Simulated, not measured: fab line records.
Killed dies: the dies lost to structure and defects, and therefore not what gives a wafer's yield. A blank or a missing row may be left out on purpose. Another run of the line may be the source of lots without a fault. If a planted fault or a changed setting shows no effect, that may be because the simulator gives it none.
fab line records :: flow sky130 :: part 2 of 2: steps 30 to 42 of 42
[record]
  lots = 5
  wafers = 15
  last-day = 50
route steps=708 shown LDD_LDN@298 SPACER@304 POLY_CUT@307 SD_P@320 RES_XHIGH@332
lots that met no fault: from a run of the same line without faults
start-h: the number of hours between the record's first day and the start of the first shown wafer of the lot :: wait-h: how many hours have passed since the lot's step before this one :: " unchanged from the row above :: L1.1+2: several wafers, shown together as one row :: - value missing, or start not given :: * or withheld: withheld :: < > ~ a bound
route shown NAME@n: NAME is a module with steps in the file, n the number in the route of the first one :: usual: average and standard deviation across the fault-free wafers :: same: alike in all rows :: chamber/n: place in a boat :: sites: readings site by site :: _std_site: their standard deviation :: _edge_site: outer sites' mean less inner sites' :: radius-mm: how far each site lies from the wafer's centre :: mask NAME#n: copy n :: behind: tool/chamber where the wafer was last shaped :: hold: cause of the lot's hold/its duration in hours/its outcome :: device: which transistor (n, p or np) failed to switch :: end of line: at the end of the route, the tests of the same wafers :: a step without rows: its recipe alone :: killed: count of dies lost to structure and defects at first sort (not the wafer's yield) :: map: dies across one wafer; x = killed, . = not, _ = none there
set.NAME: setting as actually run; set.NAME@STEP: the setting as run at that earlier step :: model.NAME: the simulator's own value behind a step, which no gauge read
lots seen at some steps along the route; tables by step, rows by wafer
services: when a tool's chamber went out of use (start-h, in hours from the record's first day, below 0 if earlier), for how many hours, and the reason
[[steps]]
[step SKY_SD_P_CD_MEAS_07]
[recipe]
  target-cd-nm = 380
[usual]
  cd-nm = 380.2/2.7
lot.wafer: L075.1
tool: cd-sem-02
chamber: -
start-h: 575.99
wait-h: 0.1
cd-nm: 381.6

lot.wafer: L075.2
tool: cd-sem-02
chamber: -
start-h: 575.99
wait-h: 0.1
cd-nm: 379.0

lot.wafer: L075.3
tool: cd-sem-02
chamber: -
start-h: 575.99
wait-h: 0.1
cd-nm: 381.8

lot.wafer: L078.3
tool: cd-sem-01
chamber: -
start-h: 605.90
wait-h: 0.1
cd-nm: 376.2

lot.wafer: L078.4
tool: cd-sem-01
chamber: -
start-h: 605.90
wait-h: 0.1
cd-nm: 375.9

lot.wafer: L078.5
tool: cd-sem-01
chamber: -
start-h: 605.90
wait-h: 0.1
cd-nm: 376.1

lot.wafer: L090.3
tool: cd-sem-01
chamber: -
start-h: 713.45
wait-h: 0.1
cd-nm: 378.1

lot.wafer: L090.4
tool: cd-sem-01
chamber: -
start-h: 713.45
wait-h: 0.1
cd-nm: 380.8

lot.wafer: L090.6
tool: cd-sem-01
chamber: -
start-h: 713.45
wait-h: 0.1
cd-nm: 378.7

lot.wafer: L093.1
tool: cd-sem-01
chamber: -
start-h: 779.73
wait-h: 0.2
cd-nm: 381.0

lot.wafer: L093.3
tool: cd-sem-01
chamber: -
start-h: 779.73
wait-h: 0.2
cd-nm: 381.9

lot.wafer: L093.5
tool: cd-sem-01
chamber: -
start-h: 779.73
wait-h: 0.2
cd-nm: 382.0

lot.wafer: L094.1
tool: cd-sem-01
chamber: -
start-h: 784.01
wait-h: 0.1
cd-nm: 379.6

lot.wafer: L094.5
tool: cd-sem-01
chamber: -
start-h: 784.01
wait-h: 0.1
cd-nm: 380.8

lot.wafer: L094.6
tool: cd-sem-01
chamber: -
start-h: 784.01
wait-h: 0.1
cd-nm: 377.5
[step SKY_SD_P_OVL_MEAS_08]
[usual]
  SD_P_OVL = -0.4/1.4
lot.wafer: L075.1
tool: overlay-02
chamber: -
start-h: 576.11
wait-h: 0.1
SD_P_OVL[nm]: -1.1

lot.wafer: L075.2
tool: overlay-02
chamber: -
start-h: 576.11
wait-h: 0.1
SD_P_OVL[nm]: -2.5

lot.wafer: L075.3
tool: overlay-02
chamber: -
start-h: 576.11
wait-h: 0.1
SD_P_OVL[nm]: -1.0

lot.wafer: L078.3
tool: overlay-01
chamber: -
start-h: 605.99
wait-h: 0.1
SD_P_OVL[nm]: 0.3

lot.wafer: L078.4
tool: overlay-01
chamber: -
start-h: 605.99
wait-h: 0.1
SD_P_OVL[nm]: 0.8

lot.wafer: L078.5
tool: overlay-01
chamber: -
start-h: 605.99
wait-h: 0.1
SD_P_OVL[nm]: -1.0

lot.wafer: L090.3
tool: overlay-02
chamber: -
start-h: 713.54
wait-h: 0.1
SD_P_OVL[nm]: -1.2

lot.wafer: L090.4
tool: overlay-02
chamber: -
start-h: 713.54
wait-h: 0.1
SD_P_OVL[nm]: -0.4

lot.wafer: L090.6
tool: overlay-02
chamber: -
start-h: 713.54
wait-h: 0.1
SD_P_OVL[nm]: 0.0

lot.wafer: L093.1
tool: overlay-01
chamber: -
start-h: 779.85
wait-h: 0.1
SD_P_OVL[nm]: -1.9

lot.wafer: L093.3
tool: overlay-01
chamber: -
start-h: 779.85
wait-h: 0.1
SD_P_OVL[nm]: -2.6

lot.wafer: L093.5
tool: overlay-01
chamber: -
start-h: 779.85
wait-h: 0.1
SD_P_OVL[nm]: -1.3

lot.wafer: L094.1
tool: overlay-01
chamber: -
start-h: 784.13
wait-h: 0.1
SD_P_OVL[nm]: 0.0

lot.wafer: L094.5
tool: overlay-01
chamber: -
start-h: 784.13
wait-h: 0.1
SD_P_OVL[nm]: -0.7

lot.wafer: L094.6
tool: overlay-01
chamber: -
start-h: 784.13
wait-h: 0.1
SD_P_OVL[nm]: -0.3
[step SKY_SD_P_IMPLANT_09]
[recipe]
  species = BF2
  energy-kev = 20
  dose-cm2 = 3e+15
  tilt-deg = 0
lot.wafer: L075.1+2+3
tool: implanter-03
chamber: 0
start-h: 576.14
wait-h: 0.0

lot.wafer: L078.3+4+5
tool: implanter-03
chamber: 0
start-h: 606.07
wait-h: 0.1

lot.wafer: L090.3+4+6
tool: implanter-03
chamber: 0
start-h: 713.62
wait-h: 0.1

lot.wafer: L093.1+3+5
tool: implanter-01
chamber: 0
start-h: 779.89
wait-h: 0.0

lot.wafer: L094.1+5+6
tool: implanter-02
chamber: 0
start-h: 784.17
wait-h: 0.0
[step SKY_SD_P_STRIP_10]
[recipe]
  chemistry = O2/N2
  power-w = 1400
  pressure-mtorr = 1500
  platen-temp-c = withheld
  o2-flow-sccm = 3000
  n2-flow-sccm = 300
  overash-fraction = 0.5
[usual]
  drypump-motor-current-A = 5.6/0.47
  o2-flow-sccm = 3001/8.7
  oes-product-au = 0.618/0.0045
  strip-time-to-endpoint-s = 17.50/0.048
[same]
  overash-fraction = 0.5
lot.wafer: L075.1
tool: plasma-asher-01
chamber: 1
start-h: 576.29
wait-h: 0.1
drypump-motor-current-A: 5.8
o2-flow-sccm: 2995
oes-product-au: 0.612
rf-hours-counter-h: 46
strip-time-to-endpoint-s: 17.52

lot.wafer: L075.2
tool: plasma-asher-01
chamber: 0
start-h: 576.29
wait-h: 0.1
drypump-motor-current-A: 5.0
o2-flow-sccm: 2994
oes-product-au: 0.621
rf-hours-counter-h: 46
strip-time-to-endpoint-s: 17.56

lot.wafer: L075.3
tool: plasma-asher-01
chamber: 0
start-h: 576.29
wait-h: 0.1
drypump-motor-current-A: 5.0
o2-flow-sccm: 2999
oes-product-au: 0.619
rf-hours-counter-h: -
strip-time-to-endpoint-s: 17.51

lot.wafer: L078.3
tool: plasma-asher-02
chamber: 0
start-h: 606.20
wait-h: 0.1
drypump-motor-current-A: 6.4
o2-flow-sccm: 2991
oes-product-au: 0.623
rf-hours-counter-h: -
strip-time-to-endpoint-s: 17.54

lot.wafer: L078.4
tool: plasma-asher-02
chamber: 1
start-h: 606.20
wait-h: 0.1
drypump-motor-current-A: 5.7
o2-flow-sccm: 2999
oes-product-au: 0.620
rf-hours-counter-h: -
strip-time-to-endpoint-s: 17.54

lot.wafer: L078.5
tool: plasma-asher-02
chamber: 1
start-h: 606.20
wait-h: 0.1
drypump-motor-current-A: 5.7
o2-flow-sccm: 3008
oes-product-au: 0.620
rf-hours-counter-h: -
strip-time-to-endpoint-s: 17.51

lot.wafer: L090.3
tool: plasma-asher-03
chamber: 1
start-h: 713.75
wait-h: 0.1
drypump-motor-current-A: 5.8
o2-flow-sccm: 3007
oes-product-au: 0.619
rf-hours-counter-h: -
strip-time-to-endpoint-s: 17.52

lot.wafer: L090.4
tool: plasma-asher-03
chamber: 0
start-h: 713.75
wait-h: 0.1
drypump-motor-current-A: 5.0
o2-flow-sccm: 2991
oes-product-au: 0.619
rf-hours-counter-h: -
strip-time-to-endpoint-s: 17.51

lot.wafer: L090.6
tool: plasma-asher-03
chamber: 1
start-h: 713.75
wait-h: 0.1
drypump-motor-current-A: 5.7
o2-flow-sccm: 3017
oes-product-au: 0.614
rf-hours-counter-h: -
strip-time-to-endpoint-s: 17.52

lot.wafer: L093.1
tool: plasma-asher-01
chamber: 1
start-h: 780.04
wait-h: 0.1
drypump-motor-current-A: 5.7
o2-flow-sccm: 2993
oes-product-au: 0.622
rf-hours-counter-h: 66
strip-time-to-endpoint-s: 17.44

lot.wafer: L093.3
tool: plasma-asher-01
chamber: 1
start-h: 780.04
wait-h: 0.1
drypump-motor-current-A: 5.8
o2-flow-sccm: 2996
oes-product-au: 0.619
rf-hours-counter-h: -
strip-time-to-endpoint-s: 17.46

lot.wafer: L093.5
tool: plasma-asher-01
chamber: 0
start-h: 780.04
wait-h: 0.1
drypump-motor-current-A: 5.0
o2-flow-sccm: 3016
oes-product-au: 0.619
rf-hours-counter-h: -
strip-time-to-endpoint-s: 17.48

lot.wafer: L094.1
tool: plasma-asher-03
chamber: 0
start-h: 784.32
wait-h: 0.1
drypump-motor-current-A: 5.0
o2-flow-sccm: 3004
oes-product-au: 0.615
rf-hours-counter-h: 35
strip-time-to-endpoint-s: 17.50

lot.wafer: L094.5
tool: plasma-asher-03
chamber: 1
start-h: 784.32
wait-h: 0.1
drypump-motor-current-A: 5.7
o2-flow-sccm: 3014
oes-product-au: 0.611
rf-hours-counter-h: -
strip-time-to-endpoint-s: 17.51

lot.wafer: L094.6
tool: plasma-asher-03
chamber: 0
start-h: 784.32
wait-h: 0.1
drypump-motor-current-A: 5.1
o2-flow-sccm: 3013
oes-product-au: 0.623
rf-hours-counter-h: -
strip-time-to-endpoint-s: 17.48
[step SKY_SD_P_TW_MEAS_11]
[usual]
  SD_P_TW = 2803/47
lot.wafer: L075.1
tool: film-metro-02
chamber: -
start-h: 576.39
wait-h: 0.1
SD_P_TW: 2816

lot.wafer: L075.2
tool: film-metro-02
chamber: -
start-h: 576.39
wait-h: 0.1
SD_P_TW: 2814

lot.wafer: L075.3
tool: film-metro-02
chamber: -
start-h: 576.39
wait-h: 0.1
SD_P_TW: 2834

lot.wafer: L078.3
tool: film-metro-01
chamber: -
start-h: 606.29
wait-h: 0.1
SD_P_TW: 2740

lot.wafer: L078.4
tool: film-metro-01
chamber: -
start-h: 606.29
wait-h: 0.1
SD_P_TW: 2741

lot.wafer: L078.5
tool: film-metro-01
chamber: -
start-h: 606.29
wait-h: 0.1
SD_P_TW: 2727

lot.wafer: L090.3
tool: film-metro-02
chamber: -
start-h: 713.84
wait-h: 0.1
SD_P_TW: 2831

lot.wafer: L090.4
tool: film-metro-02
chamber: -
start-h: 713.84
wait-h: 0.1
SD_P_TW: 2832

lot.wafer: L090.6
tool: film-metro-02
chamber: -
start-h: 713.84
wait-h: 0.1
SD_P_TW: 2837

lot.wafer: L093.1
tool: film-metro-04
chamber: -
start-h: 780.14
wait-h: 0.1
SD_P_TW: 2849

lot.wafer: L093.3
tool: film-metro-04
chamber: -
start-h: 780.14
wait-h: 0.1
SD_P_TW: 2865

lot.wafer: L093.5
tool: film-metro-04
chamber: -
start-h: 780.14
wait-h: 0.1
SD_P_TW: 2851

lot.wafer: L094.1
tool: film-metro-02
chamber: -
start-h: 784.42
wait-h: 0.1
SD_P_TW: 2819

lot.wafer: L094.5
tool: film-metro-02
chamber: -
start-h: 784.42
wait-h: 0.1
SD_P_TW: 2832

lot.wafer: L094.6
tool: film-metro-02
chamber: -
start-h: 784.42
wait-h: 0.1
SD_P_TW: 2818
[step SKY_RES_XHIGH_DEHYDRATE_00]
[recipe]
  temp-c = 200
  time-s = 60
[usual]
  heater-power-total-W = 160.38/0.13
lot.wafer: L075.1
tool: litho-track-04
chamber: 0
start-h: 591.01
wait-h: 14.6
heater-power-total-W: 160.47

lot.wafer: L075.2
tool: litho-track-04
chamber: 0
start-h: 591.01
wait-h: 14.6
heater-power-total-W: 160.39

lot.wafer: L075.3
tool: litho-track-04
chamber: 0
start-h: 591.01
wait-h: 14.6
heater-power-total-W: 160.19

lot.wafer: L078.3
tool: litho-track-04
chamber: 0
start-h: 620.36
wait-h: 14.1
heater-power-total-W: 160.36

lot.wafer: L078.4
tool: litho-track-04
chamber: 0
start-h: 620.36
wait-h: 14.1
heater-power-total-W: 160.49

lot.wafer: L078.5
tool: litho-track-04
chamber: 0
start-h: 620.36
wait-h: 14.1
heater-power-total-W: 160.21

lot.wafer: L090.3
tool: litho-track-03
chamber: 0
start-h: 726.61
wait-h: 12.8
heater-power-total-W: 160.49

lot.wafer: L090.4
tool: litho-track-03
chamber: 0
start-h: 726.61
wait-h: 12.8
heater-power-total-W: 160.28

lot.wafer: L090.6
tool: litho-track-03
chamber: 0
start-h: 726.61
wait-h: 12.8
heater-power-total-W: 160.33

lot.wafer: L093.1
tool: litho-track-04
chamber: 0
start-h: 792.26
wait-h: 12.1
heater-power-total-W: 160.47

lot.wafer: L093.3
tool: litho-track-04
chamber: 0
start-h: 792.26
wait-h: 12.1
heater-power-total-W: 160.62

lot.wafer: L093.5
tool: litho-track-04
chamber: 0
start-h: 792.26
wait-h: 12.1
heater-power-total-W: 160.51

lot.wafer: L094.1
tool: litho-track-04
chamber: 0
start-h: 797.06
wait-h: 12.6
heater-power-total-W: 160.26

lot.wafer: L094.5
tool: litho-track-04
chamber: 0
start-h: 797.06
wait-h: 12.6
heater-power-total-W: 160.37

lot.wafer: L094.6
tool: litho-track-04
chamber: 0
start-h: 797.06
wait-h: 12.6
heater-power-total-W: 160.55
[step SKY_RES_XHIGH_HMDS_01]
[recipe]
  prime-time-s = 60
  prime-temp-c = 120
lot.wafer: L075.1+2+3
tool: litho-track-04
chamber: 0
start-h: 591.16
wait-h: 0.1

lot.wafer: L078.3+4+5
tool: litho-track-04
chamber: 0
start-h: 620.51
wait-h: 0.1

lot.wafer: L090.3+4+6
tool: litho-track-03
chamber: 0
start-h: 726.76
wait-h: 0.1

lot.wafer: L093.1+3+5
tool: litho-track-04
chamber: 0
start-h: 792.41
wait-h: 0.1

lot.wafer: L094.1+5+6
tool: litho-track-04
chamber: 0
start-h: 797.21
wait-h: 0.1
[step SKY_RES_XHIGH_COAT_02]
[recipe]
  resist = NOVOLAK
  spin-rpm = 3000
  resist-thk-nm = 1140
lot.wafer: L075.1+2+3
tool: litho-track-04
chamber: 0
start-h: 591.31
wait-h: 0.1

lot.wafer: L078.3+4+5
tool: litho-track-04
chamber: 0
start-h: 620.66
wait-h: 0.1

lot.wafer: L090.3+4+6
tool: litho-track-03
chamber: 0
start-h: 726.91
wait-h: 0.1

lot.wafer: L093.1+3+5
tool: litho-track-04
chamber: 0
start-h: 792.56
wait-h: 0.1

lot.wafer: L094.1+5+6
tool: litho-track-04
chamber: 0
start-h: 797.36
wait-h: 0.1
[step SKY_RES_XHIGH_SOFTBAKE_03]
[recipe]
  temp-c = 90
  time-s = 60
  resist = NOVOLAK
[usual]
  heater-power-total-W = 56.60/0.046
lot.wafer: L075.1
tool: litho-track-04
chamber: 0
start-h: 591.46
wait-h: 0.1
heater-power-total-W: 56.57

lot.wafer: L075.2
tool: litho-track-04
chamber: 0
start-h: 591.46
wait-h: 0.1
heater-power-total-W: 56.65

lot.wafer: L075.3
tool: litho-track-04
chamber: 0
start-h: 591.46
wait-h: 0.1
heater-power-total-W: 56.63

lot.wafer: L078.3
tool: litho-track-04
chamber: 0
start-h: 620.81
wait-h: 0.1
heater-power-total-W: 56.61

lot.wafer: L078.4
tool: litho-track-04
chamber: 0
start-h: 620.81
wait-h: 0.1
heater-power-total-W: 56.60

lot.wafer: L078.5
tool: litho-track-04
chamber: 0
start-h: 620.81
wait-h: 0.1
heater-power-total-W: 56.61

lot.wafer: L090.3
tool: litho-track-03
chamber: 0
start-h: 727.06
wait-h: 0.1
heater-power-total-W: 56.60

lot.wafer: L090.4
tool: litho-track-03
chamber: 0
start-h: 727.06
wait-h: 0.1
heater-power-total-W: 56.61

lot.wafer: L090.6
tool: litho-track-03
chamber: 0
start-h: 727.06
wait-h: 0.1
heater-power-total-W: 56.57

lot.wafer: L093.1
tool: litho-track-04
chamber: 0
start-h: 792.71
wait-h: 0.1
heater-power-total-W: 56.57

lot.wafer: L093.3
tool: litho-track-04
chamber: 0
start-h: 792.71
wait-h: 0.1
heater-power-total-W: 56.57

lot.wafer: L093.5
tool: litho-track-04
chamber: 0
start-h: 792.71
wait-h: 0.1
heater-power-total-W: 56.59

lot.wafer: L094.1
tool: litho-track-04
chamber: 0
start-h: 797.51
wait-h: 0.1
heater-power-total-W: 56.66

lot.wafer: L094.5
tool: litho-track-04
chamber: 0
start-h: 797.51
wait-h: 0.1
heater-power-total-W: 56.60

lot.wafer: L094.6
tool: litho-track-04
chamber: 0
start-h: 797.51
wait-h: 0.1
heater-power-total-W: 56.58
[step SKY_RES_XHIGH_EXPOSE_04]
[recipe]
  mask-id = URPM
  na = 0.6
  source-shape = conventional
  sigma-outer = 0.6
  polarization = unpolarized
  target-cd-nm = 1270
  dose-mj = 140
lot.wafer: L075.1+2+3
tool: iline-stepper-01
chamber: 0
start-h: -
wait-h: -
mask: URPM#0

lot.wafer: L078.3+4+5
tool: iline-stepper-02
chamber: 0
start-h: -
wait-h: -
mask: URPM#0

lot.wafer: L090.3+4+6
tool: iline-stepper-01
chamber: 0
start-h: -
wait-h: -
mask: URPM#0

lot.wafer: L093.1+3+5
tool: iline-stepper-02
chamber: 0
start-h: -
wait-h: -
mask: URPM#0

lot.wafer: L094.1+5+6
tool: iline-stepper-01
chamber: 0
start-h: -
wait-h: -
mask: URPM#0
[step SKY_RES_XHIGH_PEB_05]
[recipe]
  temp-c = withheld
  time-s = *
  resist = NOVOLAK
lot.wafer: L075.1+2+3
tool: litho-track-02
chamber: 0
start-h: -
wait-h: -

lot.wafer: L078.3+4+5
tool: litho-track-03
chamber: 0
start-h: -
wait-h: -

lot.wafer: L090.3+4+6
tool: litho-track-03
chamber: 0
start-h: -
wait-h: -

lot.wafer: L093.1+3+5
tool: litho-track-02
chamber: 0
start-h: -
wait-h: -

lot.wafer: L094.1+5+6
tool: litho-track-04
chamber: 0
start-h: -
wait-h: -
[step SKY_RES_XHIGH_DEVELOP_06]
[recipe]
  resist = NOVOLAK
  developer = TMAH
  develop-time-s = 60
  dev-temp-c = 23
[same]
  develop-time-s = 60
lot.wafer: L075.1+2+3
tool: litho-track-02
chamber: 0
start-h: 605.68
wait-h: 0.1

lot.wafer: L078.3+4+5
tool: litho-track-03
chamber: 0
start-h: 634.46
wait-h: 0.1

lot.wafer: L090.3+4+6
tool: litho-track-03
chamber: 0
start-h: 740.31
wait-h: 0.1

lot.wafer: L093.1+3+5
tool: litho-track-02
chamber: 0
start-h: 805.38
wait-h: 0.1

lot.wafer: L094.1+5+6
tool: litho-track-04
chamber: 0
start-h: 810.06
wait-h: 0.1
[step SKY_RES_XHIGH_IMPLANT_07]
[recipe]
  species = BF2
  energy-kev = 20
  dose-cm2 = 3.6e+14
  tilt-deg = 0
lot.wafer: L075.1+2+3
tool: implanter-04
chamber: 0
start-h: 605.83
wait-h: 0.1

lot.wafer: L078.3+4+5
tool: implanter-01
chamber: 0
start-h: 634.61
wait-h: 0.1

lot.wafer: L090.3+4+6
tool: implanter-04
chamber: 0
start-h: 740.46
wait-h: 0.1

lot.wafer: L093.1+3+5
tool: implanter-01
chamber: 0
start-h: 805.53
wait-h: 0.1

lot.wafer: L094.1+5+6
tool: implanter-01
chamber: 0
start-h: 810.21
wait-h: 0.1
[[services]]
tool: iline-stepper-02
chamber: -
start-h: 492.42
hours: 0.8
kind: pm

tool: rie-diel-01
chamber: 3
start-h: 508.82
hours: 3.4
kind: repair

tool: rie-diel-01
chamber: 0
start-h: 513.85
hours: 5.6
kind: repair

tool: implanter-01
chamber: -
start-h: 518.01
hours: 2.9
kind: repair

tool: implanter-03
chamber: -
start-h: 519.18
hours: 1.3
kind: repair

tool: plasma-asher-02
chamber: -
start-h: 524.82
hours: 5.3
kind: repair

tool: implanter-03
chamber: -
start-h: 535.15
hours: 2.3
kind: repair

tool: implanter-03
chamber: -
start-h: 537.57
hours: 0.8
kind: repair

tool: implanter-03
chamber: -
start-h: 550.93
hours: 6.3
kind: repair

tool: implanter-01
chamber: -
start-h: 551.86
hours: 4.3
kind: pm

tool: plasma-asher-03
chamber: -
start-h: 558.52
hours: 2.5
kind: repair

tool: implanter-01
chamber: -
start-h: 578.81
hours: 3.3
kind: repair

tool: iline-stepper-01
chamber: -
start-h: 589.63
hours: 0.8
kind: pm

tool: implanter-01
chamber: -
start-h: 617.37
hours: 2.1
kind: repair

tool: iline-stepper-02
chamber: -
start-h: 617.42
hours: 1.7
kind: pm

tool: rie-diel-04
chamber: -
start-h: 631.61
hours: 10.0
kind: pm

tool: plasma-asher-03
chamber: -
start-h: 640.19
hours: 10.2
kind: repair

tool: rie-diel-04
chamber: -
start-h: 669.67
hours: 2.8
kind: pm

tool: plasma-asher-02
chamber: -
start-h: 671.01
hours: 5.6
kind: repair

tool: iline-stepper-02
chamber: -
start-h: 715.15
hours: 0.6
kind: repair

tool: implanter-03
chamber: -
start-h: 761.55
hours: 3.7
kind: pm

tool: rie-diel-01
chamber: -
start-h: 763.25
hours: 1.8
kind: repair

tool: rie-diel-01
chamber: -
start-h: 765.90
hours: 0.9
kind: repair

tool: iline-stepper-02
chamber: -
start-h: 777.87
hours: 5.2
kind: repair
